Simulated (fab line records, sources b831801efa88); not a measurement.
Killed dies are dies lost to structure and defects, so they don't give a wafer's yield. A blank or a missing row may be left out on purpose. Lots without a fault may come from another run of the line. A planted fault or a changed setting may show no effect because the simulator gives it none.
A struck lot beside a sound one | flow sky130 | 15 steps out of a route of 708
Sound: wafers L504.1, L504.2, L504.5. Struck: wafer L515.1. (L515.2, L515.4 of the same lot were not struck and are left out.) The cause comes at the end.
At each step with rows: each side's tool, then ch and its chambers, then its first start. Under that, the readings that differ: sound wafers | struck wafers | difference of the means | sigmas: that difference in standard deviations of wafers without a fault.
alike: readings whose means differ by less than 2 such deviations, and words and numbers that are the same on both sides. not compared: withheld readings, readings that some wafer has no value for, bounds like >300 that may hide the same value, and numbers for which the record gives no deviation and whose values overlap.
The two part at a step that has a row with sigmas, a row that says differs or no value, or rows on one side only. Numbers that don't overlap but have no deviation are shown without sigmas and don't part them. A reading that every wafer of one side lacks parts them only if that side has two wafers or more.

first, 6 steps without rows for these wafers: SKY_VIA4_HMDS_05 (prime time 60 s); SKY_VIA4_COAT_06 (resist thk 1140 nm); SKY_VIA4_SOFTBAKE_07 (time 60 s); SKY_VIA4_EXPOSE_08 (exposes mask VIM4, target cd 800 nm); SKY_VIA4_PEB_09; SKY_VIA4_DEVELOP_10 (develop time 60 s).
SKY_VIA4_OVL_MEAS_11:
  sound on overlay-01, day 43 02:46; struck on overlay-02, day 46 04:24
  alike: VIA4_OVL
SKY_VIA4_ETCH_12: etches SiO2 in C4F8/O2/Ar, stops on TiN, target depth 580 nm.
  sound on rie_diel-04 ch 1,2,3, day 43 02:48; struck on rie_diel-01 ch 2, day 46 04:26
  alike: oes_product_au
SKY_VIA4_STRIP_13: strips in O2/N2.
  sound on plasma_asher-04 ch 0,1, day 43 02:52; struck on plasma_asher-03 ch 0, day 46 04:31
  reading                      | sound                | struck | difference | sigmas
  strip_time_to_endpoint_s (s) | 12.833 12.846 12.823 | 12.760 | -0.074     | -3
  alike: drypump_motor_current_A, n2_flow_sccm, oes_product_au
  not compared: rf_hours_counter_h
then, 3 steps without rows for these wafers: SKY_VIA4_STRIP_14 (strips in post etch residue remover, time 1200 s); SKY_VIA4_CLEAN_15 (cleans in IPA, time 180 s); SKY_VIA4_CLEAN_16 (cleans in O3/DIW).
SKY_VIA4_SPUTTER_17: material TiN, target thk 20 nm, time 80 s.
  sound on pvd_sputter-04, day 43 03:28; struck on pvd_sputter-04, day 46 05:06
  reading                                  | sound          | struck | difference | sigmas
  model.TiN_of_VIA4_SPUTTER_17.thk_nm (nm) | 20.03 20.21 20 | 19.11  | -0.97      |
  alike: throttle_valve_pct
SKY_VIA4_CVD_18: deposits W, target thk 505 nm, time 152.14 s.
  sound on cvd_w-02 ch 0,1, day 43 03:32; struck on cvd_w-01 ch 1, day 46 05:10
  alike: heater_power_w
-- the record jumps here: 3 days lie between the struck wafers' starts before and after (it left off in module VIA4 and takes up again in module PAD_OPEN, whose first step shown is number 708 of the route) --
SKY_PAD_OPEN_PROBE_99:
  sound on prober-01, day 46 01:56; struck on prober-02, day 48 20:28
  reading               | sound       | struck | difference | sigmas
  sort_bin_6_memory (%) | 6.9 7.1 6.3 | 4.1    | -2.7       | -2
  alike: defect_limited_yield, killed_at_M0_to_M3, killed_at_M4_up, killed_at_contacts, killed_at_front_end, killed_at_other, killed_dies, killed_open, killed_short, sort_bin_3_pad_short, sort_bin_5_function, sort_n_pass, sort_yield_pct

WHERE THEY PART
First at SKY_VIA4_STRIP_13; last, within this record, at SKY_PAD_OPEN_PROBE_99.

WHY: what the simulator had put in
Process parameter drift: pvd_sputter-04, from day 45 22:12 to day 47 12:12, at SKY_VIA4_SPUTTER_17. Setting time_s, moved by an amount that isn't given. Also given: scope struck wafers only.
